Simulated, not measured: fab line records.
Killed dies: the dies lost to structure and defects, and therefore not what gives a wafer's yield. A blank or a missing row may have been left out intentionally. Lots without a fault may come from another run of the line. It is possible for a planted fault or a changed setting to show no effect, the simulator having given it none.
Problem report in the 8D (eight disciplines) form, filled by code / flow sfq-line / the parts of the form that need people (team, actions taken, sign-off) are left out

== 1. THE ISSUE ==
Wafers without a fault read 182.2 W, standard deviation 0.61; rf-fwd-power-W at SFQ_TRILAYER_I0_DEP_PECVD_027 reads a mean of 211.2 W on 2 wafers belonging to 2 lots. That puts it +48 standard deviations away from the usual mean.
The step: deposits SiO2 from SiH4/N2O, time 111.11 s, target thk 500 nm.
The first sign was on wafer L753.4 at day 11 05:50, on pecvd-02. At this step, 18 wafers from 6 lots have a number in the record. The rule behind "out" and "out of limits": a value lying over 4 standard deviations away from the usual mean. All remaining wafers that have a number are taken as sound.

== 2. WHAT THIS IS AND IS NOT ==
question=which readings at this step | is=rf-fwd-power-W | is not=heater-power-w, throttle-valve-pct
question=which lots | is=L753, L755 | is not=L744, L747, L760, L763
question=which wafers of those lots | is=L753.4, L755.2 | is not=L753.3, L753.6, L755.1, L755.5
question=read on which tools | is=pecvd-02 | is not=pecvd-01, pecvd-04
question=when | is=from day 11 05:50 | is not=up to then (8 sound wafers); but 8 sound wafers of L755, L760, L763 came after

== 3. THE SUSPECTS, EACH WITH WHAT RULES IT OUT ==
Counting: any tool at a process step up to the reading remains a suspect provided it ran every lot that is out. Sound lots after the first of them don't rule it out here, since some wafers of a struck lot are sound.
- rie-metal-04 at SFQ_TRILAYER_M0_BARC_OPEN_METAL_ETCH_031 (etches BARC in O2, target depth 125 nm, time 41.7 s): kept. It ran every lot that is out, first L753 (day 11 04:53).
- rie-metal-04 at SFQ_TRILAYER_M0_ETCH_METAL_ETCH_024 (etches Nb in Cl2/Ar, stops on SiO2, target depth 240 nm, time 120 s): kept. It ran every lot that is out, first L753 (day 11 04:58).
- rie-metal-04 at SFQ_TRILAYER_M0_STRIP_STRIP_025 (strips in O2): kept. It ran every lot that is out, first L753 (day 11 05:15).
- pecvd-02 at SFQ_TRILAYER_I0_DEP_PECVD_027 (deposits SiO2 from SiH4/N2O, time 111.11 s, target thk 500 nm): kept. Every lot that is out went through it, the first being L753 (day 11 05:50); the last sound lot it ran before that was L747 (day 8 21:26). Out on those wafers are its own readings of rf-fwd-power-W.
- In pecvd-02 at SFQ_TRILAYER_I0_DEP_PECVD_027, the wafers that are out were processed in chamber 1 and their sound lot-mates in chambers 0, 2.
Left after counting: rie-metal-04 at SFQ_TRILAYER_M0_BARC_OPEN_METAL_ETCH_031, rie-metal-04 at SFQ_TRILAYER_M0_ETCH_METAL_ETCH_024, rie-metal-04 at SFQ_TRILAYER_M0_STRIP_STRIP_025, pecvd-02 at SFQ_TRILAYER_I0_DEP_PECVD_027.

== 4. THE CAUSE (what the simulator had put in) ==
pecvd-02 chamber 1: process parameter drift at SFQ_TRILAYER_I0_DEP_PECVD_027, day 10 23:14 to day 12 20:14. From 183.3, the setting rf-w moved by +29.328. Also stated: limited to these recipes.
Of the 4 suspects that counting leaves, this tool is one.

== 5. SEQUENCE OF EFFECTS, ordered by route ==
Each row: a reading whose mean over the struck wafers that have a number lies more than 3 standard deviations from the usual. Only readings for which the record gives a usual standard deviation are gone through. hours: the time from each lot's start at the first step in this table that gives one to its start at this step, as a median over the lots. sigmas: the change in usual standard deviations.
hours=0; step=SFQ_TRILAYER_I0_DEP_PECVD_027; reading=rf-fwd-power-W; usual=182.2 W; on struck wafers=211.2; change=+29.0; sigmas=+48
Its process steps:
- SFQ_TRILAYER_I0_DEP_PECVD_027: deposits SiO2 from SiH4/N2O, time 111.11 s, target thk 500 nm.

== 6. WHAT WOULD HAVE CAUGHT IT SOONER ==
First out-of-limits reading in this record: day 11 05:50, which is 7 hours after fault onset at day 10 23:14.
